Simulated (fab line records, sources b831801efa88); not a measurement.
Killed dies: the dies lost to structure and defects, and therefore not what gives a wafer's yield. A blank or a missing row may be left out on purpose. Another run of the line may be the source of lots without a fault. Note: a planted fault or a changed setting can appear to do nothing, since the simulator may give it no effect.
Struck lot and sound lot, side by side ; flow gf180mcu ; 15 steps out of a route of 602
Sound: these wafers, L908.2, L908.4, L908.6. Struck: wafers L914.1, L914.2, L914.3. The cause is named last.
Each step with rows lists, per side, the tool, then ch with its chambers, then its first start. Under that, the readings that differ: sound wafers ; struck wafers ; difference of the means ; sigmas: that difference in standard deviations of wafers without a fault.
alike: readings whose means differ by less than 2 such deviations, and words and numbers that are the same on both sides. not compared: withheld readings, readings that some wafer has no value for, bounds like >300 that may hide the same value, and numbers for which the record gives no deviation and whose values overlap.
The two part at a step that has a row with sigmas, a row that says differs or no value, or rows on one side only. Numbers that don't overlap but have no deviation are shown without sigmas and don't part them. Lack of a reading on every wafer of one side parts them only where that side has two or more wafers.

first, 2 steps without rows for these wafers: GF_DUAL_GATE_CLEAN_01 (cleans in dHF, time 20 s); GF_DUAL_GATE_OXIDATION_02 (stabilise 600 s, purge 300 s, target thk 10.887 nm).
GF_DUAL_GATE_THK_MEAS_03:
  struck on film metro-03, day 11 16:44; sound on film metro-01, day 10 02:53
  alike: DUAL_GATE_OXIDATION_00_THK
then, 7 steps without rows for these wafers: GF_DUAL_GATE_DEHYDRATE_04 (time 60 s); GF_DUAL_GATE_HMDS_05 (prime time 60 s); GF_DUAL_GATE_COAT_06 (resist thk 1000 nm); GF_DUAL_GATE_SOFTBAKE_07 (time 60 s); GF_DUAL_GATE_EXPOSE_08 (exposes mask Dualgate, target cd 700 nm); GF_DUAL_GATE_PEB_09; GF_DUAL_GATE_DEVELOP_10 (develop time 60 s).
GF_DUAL_GATE_OVL_MEAS_11:
  struck on overlay-02, day 12 11:40; sound on overlay-02, day 10 20:16
  alike: DUAL_GATE_OVL
then, 1 step without rows for these wafers: GF_DUAL_GATE_WET_ETCH_12 (etches SiO2 in dHF, target depth 13 nm, time 260 s).
GF_DUAL_GATE_STRIP_13: strips in O2/N2.
  sound on plasma asher-02 ch 0,1, day 10 20:23; struck on plasma asher-03 ch 0,1, day 12 11:47
reading;sound;struck;difference;sigmas
oes product au (a.u.);0.708 0.712 0.713;0.660 0.659 0.659;-0.052;-10
overash fraction;0.5 0.5 0.5;0.7 0.7 0.7;+0.2;
  alike: drypump motor current A, heater power w, strip time to endpoint s
  not compared: rf hours counter h
then, 1 step without rows for these wafers: GF_DUAL_GATE_CLEAN_14 (cleans in SC1/SC2, time 150 s).
-- a jump in the record: the struck wafers' starts before and after are 21 days apart (it breaks off in module DUAL_GATE and resumes in module PASSIVATION, where the first step shown is number 602 of the route) --
GF_PASSIVATION_PROBE_99:
  rows exist in the record for the struck wafers here (prober-01, day 33 08:30), but not for the sound ones

== WHERE THEY PART ==
Last at GF_PASSIVATION_PROBE_99 as far as this record goes, first at GF_DUAL_GATE_STRIP_13.

WHY: the cause the simulator had injected
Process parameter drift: plasma asher-03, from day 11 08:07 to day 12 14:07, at GF_DUAL_GATE_STRIP_13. Setting overash fraction shifted by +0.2 from 0.5. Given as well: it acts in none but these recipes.
